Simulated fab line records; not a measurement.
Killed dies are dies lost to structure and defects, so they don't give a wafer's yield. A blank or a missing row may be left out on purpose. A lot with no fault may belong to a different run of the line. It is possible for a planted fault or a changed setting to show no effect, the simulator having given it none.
Which tool did it? || flow sky130 || Sampling: 24 lots, 72 wafers, 6 of 708 route steps

WHAT THE GAUGES READ, wafer by wafer
SKY_CONTACT_CD_MEAS_14: target cd 170 nm.
{"lot": "L074", "measured": "day 31 21:08", "on": "cd-sem-01", "cd-nm (nm)": "169.3 168.7 168.2"}
{"lot": "L075", "measured": "day 32 00:20", "on": "cd-sem-02", "cd-nm (nm)": "170.4 171.4 171.8"}
{"lot": "L076", "measured": "day 32 03:49", "on": "cd-sem-01", "cd-nm (nm)": "167.9 168.4 168.5"}
{"lot": "L077", "measured": "day 32 17:41", "on": "cd-sem-02", "cd-nm (nm)": "169.2 169.4 170.1"}
{"lot": "L078", "measured": "day 32 18:50", "on": "cd-sem-02", "cd-nm (nm)": "166.9 169.8 166.6"}
{"lot": "L079", "measured": "day 33 00:51", "on": "cd-sem-02", "cd-nm (nm)": "168.0 166.5 165.9"}
{"lot": "L080", "measured": "day 33 06:58", "on": "cd-sem-02", "cd-nm (nm)": "168.9 169.0 167.9"}
{"lot": "L081", "measured": "day 33 14:56", "on": "cd-sem-02", "cd-nm (nm)": "166.5 167.5 166.9"}
{"lot": "L082", "measured": "day 34 02:35", "on": "cd-sem-02", "cd-nm (nm)": "168.4 168.7 167.9"}
{"lot": "L083", "measured": "day 34 07:15", "on": "cd-sem-01", "cd-nm (nm)": "167.6 167.9 167.7"}
{"lot": "L084", "measured": "day 34 09:37", "on": "cd-sem-02", "cd-nm (nm)": "168.0 169.8 170.0"}
{"lot": "L085", "measured": "day 35 00:59", "on": "cd-sem-01", "cd-nm (nm)": "170.6 170.2 169.9"}
{"lot": "L086", "measured": "day 35 05:11", "on": "cd-sem-02", "cd-nm (nm)": "170.4 171.8 170.7"}
{"lot": "L087", "measured": "day 35 12:58", "on": "cd-sem-01", "cd-nm (nm)": "168.7 168.6 168.2"}
{"lot": "L088", "measured": "day 36 07:23", "on": "cd-sem-02", "cd-nm (nm)": "168.3 170.5 171.4"}
{"lot": "L089", "measured": "day 36 12:02", "on": "cd-sem-01", "cd-nm (nm)": "167.6 170.5 170.7"}
{"lot": "L090", "measured": "day 37 01:52", "on": "cd-sem-02", "cd-nm (nm)": "168.7 165.9 166.1"}
{"lot": "L091", "measured": "day 37 08:25", "on": "cd-sem-02", "cd-nm (nm)": "167.7 168.3 167.0"}
{"lot": "L093", "measured": "day 37 14:04", "on": "cd-sem-01", "cd-nm (nm)": "167.4 169.2 169.4"}
{"lot": "L092", "measured": "day 37 14:17", "on": "cd-sem-02", "cd-nm (nm)": "173.7 174.9 172.1"}
{"lot": "L094", "measured": "day 37 16:46", "on": "cd-sem-02", "cd-nm (nm)": "172.4 171.4 170.9"}
{"lot": "L095", "measured": "day 38 20:05", "on": "cd-sem-02", "cd-nm (nm)": "169.6 169.6 171.1"}
{"lot": "L097", "measured": "day 38 21:23", "on": "cd-sem-02", "cd-nm (nm)": "170.3 170.7 169.6"}
{"lot": "L096", "measured": "day 39 05:25", "on": "cd-sem-02", "cd-nm (nm)": "171.7 169.9 170.5"}

SKY_METAL3_OVL_MEAS_14.
{"lot": "L074", "measured": "day 38 19:13", "on": "overlay-01", "METAL3_OVL (nm)": "1 -1 0"}
{"lot": "L075", "measured": "day 38 21:20", "on": "overlay-02", "METAL3_OVL (nm)": "7 1 2"}
{"lot": "L076", "measured": "day 39 00:43", "on": "overlay-01", "METAL3_OVL (nm)": "-3 2 -5"}
{"lot": "L077", "measured": "day 39 09:24", "on": "overlay-02", "METAL3_OVL (nm)": "0 9 -1"}
{"lot": "L078", "measured": "day 39 14:15", "on": "overlay-02", "METAL3_OVL (nm)": "-6 -1 0"}
{"lot": "L079", "measured": "day 39 20:16", "on": "overlay-02", "METAL3_OVL (nm)": "-9 -13 -10"}
{"lot": "L080", "measured": "day 40 00:43", "on": "overlay-01", "METAL3_OVL (nm)": "4 -6 -6"}
{"lot": "L081", "measured": "day 40 07:10", "on": "overlay-02", "METAL3_OVL (nm)": "-6 0 -4"}
{"lot": "L082", "measured": "day 40 20:16", "on": "overlay-02", "METAL3_OVL (nm)": "1 5 9"}
{"lot": "L083", "measured": "day 40 23:50", "on": "overlay-01", "METAL3_OVL (nm)": "9 3 3"}
{"lot": "L084", "measured": "day 41 02:43", "on": "overlay-01", "METAL3_OVL (nm)": "-1 6 7"}
{"lot": "L085", "measured": "day 41 14:19", "on": "overlay-01", "METAL3_OVL (nm)": "0 -3 -1"}
{"lot": "L086", "measured": "day 42 01:24", "on": "overlay-01", "METAL3_OVL (nm)": "0 4 7"}
{"lot": "L087", "measured": "day 42 03:05", "on": "overlay-02", "METAL3_OVL (nm)": "-2 -5 -4"}
{"lot": "L088", "measured": "day 42 20:24", "on": "overlay-01", "METAL3_OVL (nm)": "3 -2 3"}
{"lot": "L089", "measured": "day 43 00:01", "on": "overlay-02", "METAL3_OVL (nm)": "-6 -13 -1"}
{"lot": "L090", "measured": "day 43 10:55", "on": "overlay-02", "METAL3_OVL (nm)": "-6 -4 -1"}
{"lot": "L091", "measured": "day 43 20:52", "on": "overlay-02", "METAL3_OVL (nm)": "7 9 10"}
{"lot": "L093", "measured": "day 43 22:48", "on": "overlay-02", "METAL3_OVL (nm)": "0 5 -3"}
{"lot": "L092", "measured": "day 43 23:51", "on": "overlay-02", "METAL3_OVL (nm)": "-2 -5 2"}
{"lot": "L094", "measured": "day 44 02:55", "on": "overlay-02", "METAL3_OVL (nm)": "-3 -4 -5"}
{"lot": "L095", "measured": "day 45 02:46", "on": "overlay-01", "METAL3_OVL (nm)": "0 -1 -10"}
{"lot": "L097", "measured": "day 45 03:49", "on": "overlay-02", "METAL3_OVL (nm)": "1 7 3"}
{"lot": "L096", "measured": "day 45 07:47", "on": "overlay-01", "METAL3_OVL (nm)": "7 5 0"}

TOOL THAT RAN EACH LOT (tool first, then ch and the chambers of the sampled wafers, then the start)
{"lot": "L074", "SKY_LI_CONTACT_SPUTTER_19": "pvd-sputter-04, day 29 11:24", "SKY_CONTACT_CMP_27": "cmp-01 ch 2,3, day 31 22:22", "SKY_METAL1_SPUTTER_02": "pvd-sputter-04, day 31 22:39", "SKY_METAL2_DESCUM_17": "rie-metal-01 ch 0,1, day 35 10:04"}
{"lot": "L075", "SKY_LI_CONTACT_SPUTTER_19": "pvd-sputter-04, day 29 14:51", "SKY_CONTACT_CMP_27": "cmp-02 ch 0,1,2, day 32 01:42", "SKY_METAL1_SPUTTER_02": "pvd-sputter-04, day 32 01:54", "SKY_METAL2_DESCUM_17": "rie-metal-04 ch 1, day 35 13:35"}
{"lot": "L076", "SKY_LI_CONTACT_SPUTTER_19": "pvd-sputter-04, day 29 19:56", "SKY_CONTACT_CMP_27": "cmp-01 ch 1,3, day 32 05:03", "SKY_METAL1_SPUTTER_02": "pvd-sputter-01, day 32 05:21", "SKY_METAL2_DESCUM_17": "rie-metal-03 ch 0,1, day 35 15:19"}
{"lot": "L077", "SKY_LI_CONTACT_SPUTTER_19": "pvd-sputter-02, day 30 08:23", "SKY_CONTACT_CMP_27": "cmp-02 ch 0,2,3, day 32 18:55", "SKY_METAL1_SPUTTER_02": "pvd-sputter-03, day 32 19:16", "SKY_METAL2_DESCUM_17": "rie-metal-03 ch 0,1, day 36 03:41"}
{"lot": "L078", "SKY_LI_CONTACT_SPUTTER_19": "pvd-sputter-01, day 30 11:04", "SKY_CONTACT_CMP_27": "cmp-02 ch 0,2,3, day 32 20:04", "SKY_METAL1_SPUTTER_02": "pvd-sputter-03, day 32 20:25", "SKY_METAL2_DESCUM_17": "rie-metal-01 ch 0,1, day 36 06:31"}
{"lot": "L079", "SKY_LI_CONTACT_SPUTTER_19": "pvd-sputter-04, day 30 16:04", "SKY_CONTACT_CMP_27": "cmp-01 ch 0,1,2, day 33 02:10", "SKY_METAL1_SPUTTER_02": "pvd-sputter-03, day 33 02:28", "SKY_METAL2_DESCUM_17": "rie-metal-04 ch 0, day 36 12:36"}
{"lot": "L080", "SKY_LI_CONTACT_SPUTTER_19": "pvd-sputter-01, day 30 23:15", "SKY_CONTACT_CMP_27": "cmp-02 ch 0,1,2, day 33 08:18", "SKY_METAL1_SPUTTER_02": "pvd-sputter-04, day 33 08:32", "SKY_METAL2_DESCUM_17": "rie-metal-01 ch 0,1, day 36 18:17"}
{"lot": "L081", "SKY_LI_CONTACT_SPUTTER_19": "pvd-sputter-02, day 31 07:29", "SKY_CONTACT_CMP_27": "cmp-02 ch 0,1,3, day 33 16:14", "SKY_METAL1_SPUTTER_02": "pvd-sputter-04, day 33 16:32", "SKY_METAL2_DESCUM_17": "rie-metal-04 ch 0, day 37 00:47"}
{"lot": "L082", "SKY_LI_CONTACT_SPUTTER_19": "pvd-sputter-02, day 31 19:00", "SKY_CONTACT_CMP_27": "cmp-02 ch 2,3, day 34 04:10", "SKY_METAL1_SPUTTER_02": "pvd-sputter-03, day 34 04:31", "SKY_METAL2_DESCUM_17": "rie-metal-04 ch 0,1, day 37 14:34"}
{"lot": "L083", "SKY_LI_CONTACT_SPUTTER_19": "pvd-sputter-01, day 31 22:54", "SKY_CONTACT_CMP_27": "cmp-02 ch 0,1,3, day 34 08:38", "SKY_METAL1_SPUTTER_02": "pvd-sputter-03, day 34 08:59", "SKY_METAL2_DESCUM_17": "rie-metal-01 ch 0,1, day 37 18:16"}
{"lot": "L084", "SKY_LI_CONTACT_SPUTTER_19": "pvd-sputter-02, day 32 01:08", "SKY_CONTACT_CMP_27": "cmp-02 ch 0,1, day 34 10:53", "SKY_METAL1_SPUTTER_02": "pvd-sputter-04, day 34 11:14", "SKY_METAL2_DESCUM_17": "rie-metal-04 ch 0,1, day 37 20:29"}
{"lot": "L085", "SKY_LI_CONTACT_SPUTTER_19": "pvd-sputter-02, day 32 18:49", "SKY_CONTACT_CMP_27": "cmp-01 ch 1,2, day 35 02:16", "SKY_METAL1_SPUTTER_02": "pvd-sputter-04, day 35 02:37", "SKY_METAL2_DESCUM_17": "rie-metal-04 ch 0,1, day 38 10:05"}
{"lot": "L086", "SKY_LI_CONTACT_SPUTTER_19": "pvd-sputter-02, day 32 22:01", "SKY_CONTACT_CMP_27": "cmp-01 ch 0,2,3, day 35 06:28", "SKY_METAL1_SPUTTER_02": "pvd-sputter-04, day 35 06:46", "SKY_METAL2_DESCUM_17": "rie-metal-01 ch 0,1, day 38 15:17"}
{"lot": "L087", "SKY_LI_CONTACT_SPUTTER_19": "pvd-sputter-04, day 33 05:42", "SKY_CONTACT_CMP_27": "cmp-01 ch 0,3, day 35 14:13", "SKY_METAL1_SPUTTER_02": "pvd-sputter-03, day 35 14:34", "SKY_METAL2_DESCUM_17": "rie-metal-03 ch 0,1, day 38 22:29"}
{"lot": "L088", "SKY_LI_CONTACT_SPUTTER_19": "pvd-sputter-04, day 34 01:02", "SKY_CONTACT_CMP_27": "cmp-02 ch 0,2,3, day 36 08:40", "SKY_METAL1_SPUTTER_02": "pvd-sputter-03, day 36 08:58", "SKY_METAL2_DESCUM_17": "rie-metal-01 ch 1, day 39 16:02"}
{"lot": "L089", "SKY_LI_CONTACT_SPUTTER_19": "pvd-sputter-02, day 34 05:11", "SKY_CONTACT_CMP_27": "cmp-01 ch 0,1,3, day 36 13:18", "SKY_METAL1_SPUTTER_02": "pvd-sputter-03, day 36 13:36", "SKY_METAL2_DESCUM_17": "rie-metal-01 ch 1, day 39 20:38"}
{"lot": "L090", "SKY_LI_CONTACT_SPUTTER_19": "pvd-sputter-04, day 34 21:30", "SKY_CONTACT_CMP_27": "cmp-01 ch 0,1,3, day 37 03:13", "SKY_METAL1_SPUTTER_02": "pvd-sputter-03, day 37 03:27", "SKY_METAL2_DESCUM_17": "rie-metal-03 ch 0,1, day 40 09:08"}
{"lot": "L091", "SKY_LI_CONTACT_SPUTTER_19": "pvd-sputter-02, day 35 02:47", "SKY_CONTACT_CMP_27": "cmp-02 ch 0,2,3, day 37 09:40", "SKY_METAL1_SPUTTER_02": "pvd-sputter-04, day 37 10:00", "SKY_METAL2_DESCUM_17": "rie-metal-03 ch 0,1, day 40 17:32"}
{"lot": "L093", "SKY_LI_CONTACT_SPUTTER_19": "pvd-sputter-04, day 35 07:56", "SKY_CONTACT_CMP_27": "cmp-02 ch 2,3, day 37 15:18", "SKY_METAL1_SPUTTER_02": "pvd-sputter-03, day 37 15:39", "SKY_METAL2_DESCUM_17": "rie-metal-01 ch 0,1, day 40 20:41"}
{"lot": "L092", "SKY_LI_CONTACT_SPUTTER_19": "pvd-sputter-02, day 35 08:36", "SKY_CONTACT_CMP_27": "cmp-02 ch 1,2,3, day 37 15:36", "SKY_METAL1_SPUTTER_02": "pvd-sputter-04, day 37 15:57", "SKY_METAL2_DESCUM_17": "rie-metal-03 ch 0,1, day 40 21:02"}
{"lot": "L094", "SKY_LI_CONTACT_SPUTTER_19": "pvd-sputter-04, day 35 11:25", "SKY_CONTACT_CMP_27": "cmp-02 ch 0,2,3, day 37 18:05", "SKY_METAL1_SPUTTER_02": "pvd-sputter-01, day 37 18:23", "SKY_METAL2_DESCUM_17": "rie-metal-01 ch 1, day 41 00:13"}
{"lot": "L095", "SKY_LI_CONTACT_SPUTTER_19": "pvd-sputter-02, day 36 14:33", "SKY_CONTACT_CMP_27": "cmp-01 ch 0,1,3, day 38 21:24", "SKY_METAL1_SPUTTER_02": "pvd-sputter-04, day 38 21:42", "SKY_METAL2_DESCUM_17": "rie-metal-04 ch 0,1, day 42 02:16"}
{"lot": "L097", "SKY_LI_CONTACT_SPUTTER_19": "pvd-sputter-02, day 36 15:51", "SKY_CONTACT_CMP_27": "cmp-01 ch 0,1,3, day 38 22:43", "SKY_METAL1_SPUTTER_02": "pvd-sputter-04, day 38 22:58", "SKY_METAL2_DESCUM_17": "rie-metal-01 ch 0,1, day 42 02:46"}
{"lot": "L096", "SKY_LI_CONTACT_SPUTTER_19": "pvd-sputter-01, day 37 00:17", "SKY_CONTACT_CMP_27": "cmp-02 ch 1,2, day 39 06:39", "SKY_METAL1_SPUTTER_02": "pvd-sputter-03, day 39 06:57", "SKY_METAL2_DESCUM_17": "rie-metal-03 ch 0,1, day 42 09:44"}
- SKY_LI_CONTACT_SPUTTER_19: material Ti, target thk 20 nm, time 106.37 s.
- SKY_CONTACT_CMP_27: polishes, stops on SiO2, t overpolish 15 s, target thk 0 nm.
- SKY_METAL1_SPUTTER_02: material AlCu, target thk 250 nm, time 13.3 s.
- SKY_METAL2_DESCUM_17: chemistry O2, time 8 s.

WHAT THE TOOLS THEMSELVES READ (means of the sampled wafers that have a number; where no wafer has one, the mark that the record gives instead)
SKY_LI_CONTACT_SPUTTER_19.
{"lot": "L074", "tool": "pvd-sputter-04", "substrate-temp-c (C)": 199.87, "throttle-valve-pct (%)": 30.1}
{"lot": "L075", "tool": "pvd-sputter-04", "substrate-temp-c (C)": 199.96, "throttle-valve-pct (%)": 30.2}
{"lot": "L076", "tool": "pvd-sputter-04", "substrate-temp-c (C)": 199.95, "throttle-valve-pct (%)": 30.4}
{"lot": "L077", "tool": "pvd-sputter-02", "substrate-temp-c (C)": 200.07, "throttle-valve-pct (%)": 29.2}
{"lot": "L078", "tool": "pvd-sputter-01", "substrate-temp-c (C)": 200.32, "throttle-valve-pct (%)": 30.3}
{"lot": "L079", "tool": "pvd-sputter-04", "substrate-temp-c (C)": 200.13, "throttle-valve-pct (%)": 30.2}
{"lot": "L080", "tool": "pvd-sputter-01", "substrate-temp-c (C)": 199.87, "throttle-valve-pct (%)": 30.1}
{"lot": "L081", "tool": "pvd-sputter-02", "substrate-temp-c (C)": 200.23, "throttle-valve-pct (%)": 30.5}
{"lot": "L082", "tool": "pvd-sputter-02", "substrate-temp-c (C)": 200.00, "throttle-valve-pct (%)": 30.6}
{"lot": "L083", "tool": "pvd-sputter-01", "substrate-temp-c (C)": 199.81, "throttle-valve-pct (%)": 30.5}
{"lot": "L084", "tool": "pvd-sputter-02", "substrate-temp-c (C)": 199.92, "throttle-valve-pct (%)": 30.1}
{"lot": "L085", "tool": "pvd-sputter-02", "substrate-temp-c (C)": 199.86, "throttle-valve-pct (%)": 29.8}
{"lot": "L086", "tool": "pvd-sputter-02", "substrate-temp-c (C)": 199.99, "throttle-valve-pct (%)": 29.9}
{"lot": "L087", "tool": "pvd-sputter-04", "substrate-temp-c (C)": 200.14, "throttle-valve-pct (%)": 30.5}
{"lot": "L088", "tool": "pvd-sputter-04", "substrate-temp-c (C)": 199.96, "throttle-valve-pct (%)": 30.5}
{"lot": "L089", "tool": "pvd-sputter-02", "substrate-temp-c (C)": 199.88, "throttle-valve-pct (%)": 30.0}
{"lot": "L090", "tool": "pvd-sputter-04", "substrate-temp-c (C)": 200.13, "throttle-valve-pct (%)": 30.2}
{"lot": "L091", "tool": "pvd-sputter-02", "substrate-temp-c (C)": 199.82, "throttle-valve-pct (%)": 29.6}
{"lot": "L093", "tool": "pvd-sputter-04", "substrate-temp-c (C)": 199.97, "throttle-valve-pct (%)": 30.4}
{"lot": "L092", "tool": "pvd-sputter-02", "substrate-temp-c (C)": 200.22, "throttle-valve-pct (%)": 29.7}
{"lot": "L094", "tool": "pvd-sputter-04", "substrate-temp-c (C)": 199.91, "throttle-valve-pct (%)": 30.0}
{"lot": "L095", "tool": "pvd-sputter-02", "substrate-temp-c (C)": 199.94, "throttle-valve-pct (%)": 29.7}
{"lot": "L097", "tool": "pvd-sputter-02", "substrate-temp-c (C)": 199.95, "throttle-valve-pct (%)": 29.6}
{"lot": "L096", "tool": "pvd-sputter-01", "substrate-temp-c (C)": 200.03, "throttle-valve-pct (%)": 30.0}

SKY_CONTACT_CMP_27.
{"lot": "L074", "tool": "cmp-01", "motor-current-A (A)": 12.2, "overpolish-run-s (s)": 14.996, "time-to-endpoint-s (s)": 82}
{"lot": "L075", "tool": "cmp-02", "motor-current-A (A)": 11.3, "overpolish-run-s (s)": 15.004, "time-to-endpoint-s (s)": 78}
{"lot": "L076", "tool": "cmp-01", "motor-current-A (A)": 11.9, "overpolish-run-s (s)": 15.006, "time-to-endpoint-s (s)": 86}
{"lot": "L077", "tool": "cmp-02", "motor-current-A (A)": 11.0, "overpolish-run-s (s)": 14.995, "time-to-endpoint-s (s)": 78}
{"lot": "L078", "tool": "cmp-02", "motor-current-A (A)": 10.8, "overpolish-run-s (s)": 14.996, "time-to-endpoint-s (s)": 80}
{"lot": "L079", "tool": "cmp-01", "motor-current-A (A)": 12.0, "overpolish-run-s (s)": 14.993, "time-to-endpoint-s (s)": 80}
{"lot": "L080", "tool": "cmp-02", "motor-current-A (A)": 11.4, "overpolish-run-s (s)": 14.998, "time-to-endpoint-s (s)": 80}
{"lot": "L081", "tool": "cmp-02", "motor-current-A (A)": 10.7, "overpolish-run-s (s)": 15.002, "time-to-endpoint-s (s)": 79}
{"lot": "L082", "tool": "cmp-02", "motor-current-A (A)": 10.8, "overpolish-run-s (s)": 15.003, "time-to-endpoint-s (s)": 79}
{"lot": "L083", "tool": "cmp-02", "motor-current-A (A)": 10.7, "overpolish-run-s (s)": 15.010, "time-to-endpoint-s (s)": 78}
{"lot": "L084", "tool": "cmp-02", "motor-current-A (A)": 11.0, "overpolish-run-s (s)": 15.004, "time-to-endpoint-s (s)": 79}
{"lot": "L085", "tool": "cmp-01", "motor-current-A (A)": 12.4, "overpolish-run-s (s)": 14.998, "time-to-endpoint-s (s)": 85}
{"lot": "L086", "tool": "cmp-01", "motor-current-A (A)": 11.7, "overpolish-run-s (s)": 14.999, "time-to-endpoint-s (s)": 83}
{"lot": "L087", "tool": "cmp-01", "motor-current-A (A)": 11.4, "overpolish-run-s (s)": 14.994, "time-to-endpoint-s (s)": 79}
{"lot": "L088", "tool": "cmp-02", "motor-current-A (A)": 10.9, "overpolish-run-s (s)": 15.001, "time-to-endpoint-s (s)": 84}
{"lot": "L089", "tool": "cmp-01", "motor-current-A (A)": 11.5, "overpolish-run-s (s)": 14.995, "time-to-endpoint-s (s)": 81}
{"lot": "L090", "tool": "cmp-01", "motor-current-A (A)": 12.1, "overpolish-run-s (s)": 15.007, "time-to-endpoint-s (s)": 80}
{"lot": "L091", "tool": "cmp-02", "motor-current-A (A)": 10.8, "overpolish-run-s (s)": 15.008, "time-to-endpoint-s (s)": 82}
{"lot": "L093", "tool": "cmp-02", "motor-current-A (A)": 11.1, "overpolish-run-s (s)": 14.997, "time-to-endpoint-s (s)": 87}
{"lot": "L092", "tool": "cmp-02", "motor-current-A (A)": 11.6, "overpolish-run-s (s)": 14.993, "time-to-endpoint-s (s)": 81}
{"lot": "L094", "tool": "cmp-02", "motor-current-A (A)": 10.8, "overpolish-run-s (s)": 14.997, "time-to-endpoint-s (s)": 85}
{"lot": "L095", "tool": "cmp-01", "motor-current-A (A)": 11.9, "overpolish-run-s (s)": 15.002, "time-to-endpoint-s (s)": 77}
{"lot": "L097", "tool": "cmp-01", "motor-current-A (A)": 11.4, "overpolish-run-s (s)": 14.998, "time-to-endpoint-s (s)": 80}
{"lot": "L096", "tool": "cmp-02", "motor-current-A (A)": 11.6, "overpolish-run-s (s)": 15.001, "time-to-endpoint-s (s)": 84}

SKY_METAL1_SPUTTER_02.
{"lot": "L074", "tool": "pvd-sputter-04", "throttle-valve-pct (%)": 30.3}
{"lot": "L075", "tool": "pvd-sputter-04", "throttle-valve-pct (%)": 30.2}
{"lot": "L076", "tool": "pvd-sputter-01", "throttle-valve-pct (%)": 29.5}
{"lot": "L077", "tool": "pvd-sputter-03", "throttle-valve-pct (%)": 30.5}
{"lot": "L078", "tool": "pvd-sputter-03", "throttle-valve-pct (%)": 29.2}
{"lot": "L079", "tool": "pvd-sputter-03", "throttle-valve-pct (%)": 30.7}
{"lot": "L080", "tool": "pvd-sputter-04", "throttle-valve-pct (%)": 30.1}
{"lot": "L081", "tool": "pvd-sputter-04", "throttle-valve-pct (%)": 30.4}
{"lot": "L082", "tool": "pvd-sputter-03", "throttle-valve-pct (%)": 30.0}
{"lot": "L083", "tool": "pvd-sputter-03", "throttle-valve-pct (%)": 30.7}
{"lot": "L084", "tool": "pvd-sputter-04", "throttle-valve-pct (%)": 30.4}
{"lot": "L085", "tool": "pvd-sputter-04", "throttle-valve-pct (%)": 30.5}
{"lot": "L086", "tool": "pvd-sputter-04", "throttle-valve-pct (%)": 30.4}
{"lot": "L087", "tool": "pvd-sputter-03", "throttle-valve-pct (%)": 30.6}
{"lot": "L088", "tool": "pvd-sputter-03", "throttle-valve-pct (%)": 29.0}
{"lot": "L089", "tool": "pvd-sputter-03", "throttle-valve-pct (%)": 32.4}
{"lot": "L090", "tool": "pvd-sputter-03", "throttle-valve-pct (%)": 30.8}
{"lot": "L091", "tool": "pvd-sputter-04", "throttle-valve-pct (%)": 30.2}
{"lot": "L093", "tool": "pvd-sputter-03", "throttle-valve-pct (%)": 31.5}
{"lot": "L092", "tool": "pvd-sputter-04", "throttle-valve-pct (%)": 30.1}
{"lot": "L094", "tool": "pvd-sputter-01", "throttle-valve-pct (%)": 30.7}
{"lot": "L095", "tool": "pvd-sputter-04", "throttle-valve-pct (%)": 30.3}
{"lot": "L097", "tool": "pvd-sputter-04", "throttle-valve-pct (%)": 30.5}
{"lot": "L096", "tool": "pvd-sputter-03", "throttle-valve-pct (%)": 30.1}

SKY_METAL2_DESCUM_17.
{"lot": "L074", "tool": "rie-metal-01", "drypump-motor-current-A (A)": 5.4, "oes-product-au (a.u.)": 1.007, "temp-c (C)": 40.06}
{"lot": "L075", "tool": "rie-metal-04", "drypump-motor-current-A (A)": 6.0, "oes-product-au (a.u.)": 1.004, "temp-c (C)": 40.06}
{"lot": "L076", "tool": "rie-metal-03", "drypump-motor-current-A (A)": 5.7, "oes-product-au (a.u.)": 0.996, "temp-c (C)": 39.93}
{"lot": "L077", "tool": "rie-metal-03", "drypump-motor-current-A (A)": 5.8, "oes-product-au (a.u.)": 1.000, "temp-c (C)": 39.99}
{"lot": "L078", "tool": "rie-metal-01", "drypump-motor-current-A (A)": 5.3, "oes-product-au (a.u.)": 1.007, "temp-c (C)": 39.95}
{"lot": "L079", "tool": "rie-metal-04", "drypump-motor-current-A (A)": 6.3, "oes-product-au (a.u.)": 0.999, "temp-c (C)": 40.04}
{"lot": "L080", "tool": "rie-metal-01", "drypump-motor-current-A (A)": 5.3, "oes-product-au (a.u.)": 0.994, "temp-c (C)": 40.09}
{"lot": "L081", "tool": "rie-metal-04", "drypump-motor-current-A (A)": 6.3, "oes-product-au (a.u.)": 1.001, "temp-c (C)": 39.91}
{"lot": "L082", "tool": "rie-metal-04", "drypump-motor-current-A (A)": 6.2, "oes-product-au (a.u.)": 1.005, "temp-c (C)": 40.02}
{"lot": "L083", "tool": "rie-metal-01", "drypump-motor-current-A (A)": 5.3, "oes-product-au (a.u.)": 1.007, "temp-c (C)": 40.02}
{"lot": "L084", "tool": "rie-metal-04", "drypump-motor-current-A (A)": 6.2, "oes-product-au (a.u.)": 1.003, "temp-c (C)": 40.00}
{"lot": "L085", "tool": "rie-metal-04", "drypump-motor-current-A (A)": 6.1, "oes-product-au (a.u.)": 1.010, "temp-c (C)": 39.97}
{"lot": "L086", "tool": "rie-metal-01", "drypump-motor-current-A (A)": 5.4, "oes-product-au (a.u.)": 0.989, "temp-c (C)": 39.94}
{"lot": "L087", "tool": "rie-metal-03", "drypump-motor-current-A (A)": 6.0, "oes-product-au (a.u.)": 0.988, "temp-c (C)": 40.03}
{"lot": "L088", "tool": "rie-metal-01", "drypump-motor-current-A (A)": 5.3, "oes-product-au (a.u.)": 1.016, "temp-c (C)": 40.02}
{"lot": "L089", "tool": "rie-metal-01", "drypump-motor-current-A (A)": 5.3, "oes-product-au (a.u.)": 1.003, "temp-c (C)": 39.90}
{"lot": "L090", "tool": "rie-metal-03", "drypump-motor-current-A (A)": 5.7, "oes-product-au (a.u.)": 1.005, "temp-c (C)": 39.95}
{"lot": "L091", "tool": "rie-metal-03", "drypump-motor-current-A (A)": 5.8, "oes-product-au (a.u.)": 0.998, "temp-c (C)": 39.90}
{"lot": "L093", "tool": "rie-metal-01", "drypump-motor-current-A (A)": 5.4, "oes-product-au (a.u.)": 0.993, "temp-c (C)": 40.03}
{"lot": "L092", "tool": "rie-metal-03", "drypump-motor-current-A (A)": 6.1, "oes-product-au (a.u.)": 1.000, "temp-c (C)": 39.99}
{"lot": "L094", "tool": "rie-metal-01", "drypump-motor-current-A (A)": 5.3, "oes-product-au (a.u.)": 0.994, "temp-c (C)": 39.88}
{"lot": "L095", "tool": "rie-metal-04", "drypump-motor-current-A (A)": 6.1, "oes-product-au (a.u.)": 1.003, "temp-c (C)": 40.02}
{"lot": "L097", "tool": "rie-metal-01", "drypump-motor-current-A (A)": 5.4, "oes-product-au (a.u.)": 0.987, "temp-c (C)": 40.02}
{"lot": "L096", "tool": "rie-metal-03", "drypump-motor-current-A (A)": 5.8, "oes-product-au (a.u.)": 0.998, "temp-c (C)": 39.92}

THE ANSWER, worked out from the rows above alone
Rule: the lots themselves supply what counts as usual. The widest of any qualifying gaps counts: lots, ordered by their means at a reading, are off when they make up no more than a third of the lots, leave a main group of 4 or more, and stand apart from it by 3 or more times the standard deviation of that group's means. A main group whose means are all the same, to the digits that the tables above print for the reading, isn't used. A lot without any number at a reading at which 4 lots or more have one is off too. All remaining lots with rows at the step are treated as sound. After the gauges, taken in route order, come the tools' own readings; for these a lot's mean is taken, as printed above. The first step at which some lot is off is used, and at that step the reading that is off furthest; a lot without a number counts as furthest.
No lot is off on any of the readings shown, so nothing can be concluded from this.

WHAT WAS PUT IN BY THE SIMULATOR
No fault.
